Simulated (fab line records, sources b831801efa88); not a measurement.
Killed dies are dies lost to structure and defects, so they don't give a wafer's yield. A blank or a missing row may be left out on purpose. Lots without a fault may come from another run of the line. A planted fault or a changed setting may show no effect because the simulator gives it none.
Tool commonality check | flow gf180mcu | 13 lots, 39 wafers sampled

WHY IT WAS OPENED
At GF_SALICIDE_RS_MEAS_04 the reading SALICIDE_TIN_RS is flagged on 3 of 13 lots. Wafers without a fault read 16.38 ohm/sq, standard deviation 0.27.
Rule: a lot is flagged when every wafer of it that has a number lies more than 4 standard deviations from that mean, or none has a number. The other lots count as sound.

lot  | measured     | on            | SALICIDE_TIN_RS (ohm/sq), wafer by wafer | flag
L611 | day 14 23:16 | film_metro-04 | 16.16 16.08 16.35                        |
L613 | day 15 22:48 | film_metro-04 | 16.05 16.07 16.10                        |
L614 | day 16 08:29 | film_metro-04 | 8.34 8.39 8.41                           | FLAGGED
L615 | day 16 17:25 | film_metro-02 | 16.01 16.41 15.96                        |
L616 | day 16 22:12 | film_metro-03 | 8.36 8.50 8.45                           | FLAGGED
L617 | day 17 03:50 | film_metro-04 | 8.49 8.57 8.40                           | FLAGGED
L619 | day 18 01:14 | film_metro-04 | 16.36 16.08 16.29                        |
L626 | day 20 13:19 | film_metro-04 | 16.57 16.45 16.41                        |
L628 | day 21 07:37 | film_metro-04 | 16.43 16.40 16.49                        |
L630 | day 22 06:35 | film_metro-03 | 16.47 16.24 16.33                        |
L631 | day 22 10:01 | film_metro-02 | 16.56 16.67 16.42                        |
L632 | day 22 13:14 | film_metro-03 | 17.09 17.14 16.93                        |
L633 | day 22 16:49 | film_metro-03 | 16.00 16.04 15.87                        |
The numbers of the flagged lots are 8.43 ohm/sq on average: -7.95 ohm/sq against the usual, or -29 standard deviations.

WHICH TOOL RAN EACH LOT
The record holds 1 process step before the reading, out of a route of 602 steps. In each cell: the tool, then ch and the chambers that the sampled wafers went through, then the start.
lot  | flag    | GF_SALICIDE_SPUTTER_02
L611 |         | pvd_sputter-02, day 14 23:13
L613 |         | pvd_sputter-02, day 15 22:44
L614 | FLAGGED | pvd_sputter-02, day 16 08:13
L615 |         | pvd_sputter-03, day 16 17:21
L616 | FLAGGED | pvd_sputter-03, day 16 21:56
L617 | FLAGGED | pvd_sputter-03, day 17 03:34
L619 |         | pvd_sputter-03, day 18 01:11
L626 |         | pvd_sputter-04, day 20 13:16
L628 |         | pvd_sputter-03, day 21 07:33
L630 |         | pvd_sputter-03, day 22 06:32
L631 |         | pvd_sputter-04, day 22 09:58
L632 |         | pvd_sputter-04, day 22 13:11
L633 |         | pvd_sputter-02, day 22 16:45
What these steps do:
- GF_SALICIDE_SPUTTER_02: material Co, target thk 10 nm, time 20 s.
- GF_SALICIDE_RS_MEAS_04: measures by four-point-probe.

FLAGGED OVER TOTAL, TOOL BY TOOL (the gauges that took the reading come last)
step                   | tool           | lots run | flagged | share of the flagged lots | sound lots run after its first flagged lot
GF_SALICIDE_SPUTTER_02 | pvd_sputter-02 | 4        | 1       | some                      | 1 (L633)
GF_SALICIDE_SPUTTER_02 | pvd_sputter-03 | 6        | 2       | some                      | 3 (L619,L628,L630)
GF_SALICIDE_SPUTTER_02 | pvd_sputter-04 | 3        | 0       | none                      | -
GF_SALICIDE_RS_MEAS_04 | film_metro-02  | 2        | 0       | none                      | -
GF_SALICIDE_RS_MEAS_04 | film_metro-03  | 4        | 1       | some                      | 3 (L630,L632,L633)
GF_SALICIDE_RS_MEAS_04 | film_metro-04  | 7        | 2       | some                      | 3 (L619,L626,L628)

WHAT THE TABLE ALLOWS
No row of the table ran every flagged lot.

WHAT THE SIMULATOR HAD PUT IN
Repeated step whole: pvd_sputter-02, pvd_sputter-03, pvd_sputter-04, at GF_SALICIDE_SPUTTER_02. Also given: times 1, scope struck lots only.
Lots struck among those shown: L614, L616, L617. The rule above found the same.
